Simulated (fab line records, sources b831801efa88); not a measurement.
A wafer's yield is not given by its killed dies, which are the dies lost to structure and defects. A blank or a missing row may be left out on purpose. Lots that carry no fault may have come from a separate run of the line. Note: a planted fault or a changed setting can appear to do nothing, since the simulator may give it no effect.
Problem report, 8D (eight disciplines) form, completed by code	flow gf180mcu	the parts of the form that need people (team, actions taken, sign-off) are left out

## 1. THE ISSUE
Mean NSD_RS at GF_PSD_RS_MEAS_14: 46.68 ohm/sq over 6 wafers in 2 lots; fault-free wafers: 46.15 ohm/sq, standard deviation 0.077. That is +6.9 standard deviations from the usual mean.
The step: measures by four-point-probe.
The first sign was on wafer L713.1 at day 15 03:13, on film_metro-02. The record holds 36 wafers of 12 lots with a number at this step. By rule, "out" or "out of limits" means more than 4 standard deviations away from the usual mean. The rest of the wafers with a number are treated as sound.

## 2. WHAT IT IS AND WHAT IT IS NOT
question	is	is not
which readings at this step	NSD_RS	-
which lots	L713, L716	L711, L714, L724, L725, L727, L729, L731, L732, L733, L734
which wafers of those lots	all that have a number	-
read on which gauges	film_metro-02	film_metro-01, film_metro-04
when	from day 15 03:13	up to then (3 sound wafers); but 27 sound wafers of L714, L724, L725, L727, L729, L731, L732, L733, L734 came after

## 3. THE SUSPECTS, EACH WITH WHAT RULES IT OUT
Counting: any tool at a process step up to the reading is kept as a suspect provided that every lot that is out went through it and no sound lot did after the first of them.
- the gauge at GF_PSD_RS_MEAS_14: ruled out. All the wafers that are out were read on film_metro-02, but those of them that GF_NSD_STRIP_11 has rows for are out there too, on other tools.
- implanter-01 at GF_NSD_IMPLANT_09: ruled out as a lasting fault. Following L713 (day 14 05:26), the first lot on it that is out, the sound lots L724, L729, L732, L734 were run on it.
Left after counting: nothing in the record.

## 4. THE CAUSE (what the simulator had put in)
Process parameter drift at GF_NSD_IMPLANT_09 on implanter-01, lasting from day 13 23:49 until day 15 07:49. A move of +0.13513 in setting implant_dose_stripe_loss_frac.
The count ruled it out by mistake, since the rule takes a fault to strike every lot its tool runs from the start of the fault on, and this one did not do so.

## 5. THE CHAIN OF EFFECTS, in route order
Each row: a reading where the mean over the struck wafers with a number is more than 3 standard deviations away from the usual. Only readings for which the record gives a usual standard deviation are gone through. hours: the time from each lot's start at the first step in this table that gives one to its start at this step, as a median over the lots. sigmas: the change in usual standard deviations.
hours	step	reading	usual	on struck wafers	change	sigmas
0	GF_NSD_STRIP_11	strip_time_to_endpoint_s	22.96 s	22.55	-0.41	-11
22	GF_PSD_RS_MEAS_14	NSD_RS	46.15 ohm/sq	46.68	+0.53	+6.9
Here are the process steps it includes:
- GF_NSD_STRIP_11: strips in O2/N2.
At these later measuring or inspecting steps, every struck wafer for which the step has a row has a number for every such reading, and none has moved that far: GF_V1_OVL_MEAS_15.

## 6. HOW IT WOULD HAVE BEEN CAUGHT EARLIER
Counted from the fault's start at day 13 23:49, it took 27 hours until the first out-of-limits reading at a measuring or inspecting step in this record, taken at day 15 03:13.
